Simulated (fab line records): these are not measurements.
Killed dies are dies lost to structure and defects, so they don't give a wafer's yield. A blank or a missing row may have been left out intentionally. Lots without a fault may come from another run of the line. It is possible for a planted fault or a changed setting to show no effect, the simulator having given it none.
Comparing a struck lot with a sound one || flow sky130 || 15 out of 708 route steps
Sound: the wafers L966.1, L966.2, L966.5. The struck wafers were L975.2, L975.3, L975.4. The cause is given at the end.
For every step that has rows: the tool of each side, followed by ch and its chambers, followed by its first start. Under that, the readings that differ: sound wafers || struck wafers || difference of the means || sigmas: that difference in standard deviations of wafers without a fault.
alike: words and numbers the same on both sides, and readings whose means are apart by under 2 such deviations; not compared: readings that were withheld, readings missing a value for some wafer, numbers with overlapping values and no deviation given by the record, and bounds like >300 which may hide the same value.
The two part at a step that has a row with sigmas, a row that says differs or no value, or rows on one side only. When numbers do not overlap yet have no deviation, they are printed without sigmas and do not part them. A reading that every wafer of one side lacks parts them only if that side has two wafers or more.

first, 8 steps without rows for these wafers: SKY_LOCAL_INTERCONNECT_DEHYDRATE_03 (time 60 s); SKY_LOCAL_INTERCONNECT_HMDS_04 (prime time 60 s); SKY_LOCAL_INTERCONNECT_COAT_05 (resist thk 60 nm); SKY_LOCAL_INTERCONNECT_COAT_06 (resist thk 450 nm); SKY_LOCAL_INTERCONNECT_SOFTBAKE_07 (time 90 s); SKY_LOCAL_INTERCONNECT_EXPOSE_08 (exposes mask LI1M, target cd 170 nm); SKY_LOCAL_INTERCONNECT_PEB_09; SKY_LOCAL_INTERCONNECT_DEVELOP_10 (develop time 60 s).
SKY_LOCAL_INTERCONNECT_CD_MEAS_11 targets a cd of 170 nm.
  struck on cdSem-01, day 35 15:33; sound on cdSem-01, day 31 13:53
  alike: cdNm
SKY_LOCAL_INTERCONNECT_OVL_MEAS_12:
  struck on overlay-01, day 35 15:40; sound on overlay-02, day 31 14:00
  alike: LOCAL_INTERCONNECT_OVL
SKY_LOCAL_INTERCONNECT_ETCH_13: etches BARC in N2/H2, stops on SiO2, time 45.9 s, target depth 60 nm.
  sound on rieMetal-04 ch 0,1, day 31 14:02; struck on rieMetal-02 ch 0,1, day 35 15:41
  alike: biasW, drypumpMotorCurrentA, n2FlowSccm, oesProductAu, throttleValvePct
  not compared: rfHoursCounterH
SKY_LOCAL_INTERCONNECT_METAL_ETCH_14: etches TiN in Cl2/BCl3, stops on PSG, target depth 110 nm, time 31.4 s.
  sound on rieMetal-04 ch 0,1, day 31 14:06; struck on rieMetal-02 ch 0,1, day 35 15:45
  alike: biasW, drypumpMotorCurrentA, oesProductAu, throttleValvePct
  not compared: rfHoursCounterH
SKY_LOCAL_INTERCONNECT_STRIP_15: strips in O2/N2.
  sound on plasmaAsher-02 ch 0,1, day 31 14:09; struck on plasmaAsher-02 ch 0,1, day 35 15:48
{"reading": "chamberPressureMTorr (mTorr)", "sound": "1500.8 1499.2 1498.8", "struck": "1802.8 1800.3 1801.3", "difference": "+301.9", "sigmas": "+99 or more"}
{"reading": "stripTimeToEndpointS (s)", "sound": "4.708 4.703 4.705", "struck": "4.552 4.564 4.548", "difference": -0.151, "sigmas": -8}
  alike: drypumpMotorCurrentA, n2FlowSccm, oesProductAu
  not compared: rfHoursCounterH
then, 1 step without rows for these wafers: SKY_LOCAL_INTERCONNECT_STRIP_16 (strips in post etch residue remover, time 1200 s).
SKY_PAD_OPEN_PROBE_99:
  sound wafers here have rows in the record (prober-01, day 46 15:48); struck ones have none

## WHERE THEY PART
First at SKY_LOCAL_INTERCONNECT_STRIP_15; last, within this record, at SKY_PAD_OPEN_PROBE_99.

WHY: what the simulator had put in
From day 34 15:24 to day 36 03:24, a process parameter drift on plasmaAsher-02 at SKY_LOCAL_INTERCONNECT_STRIP_15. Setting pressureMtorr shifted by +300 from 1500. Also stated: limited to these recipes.
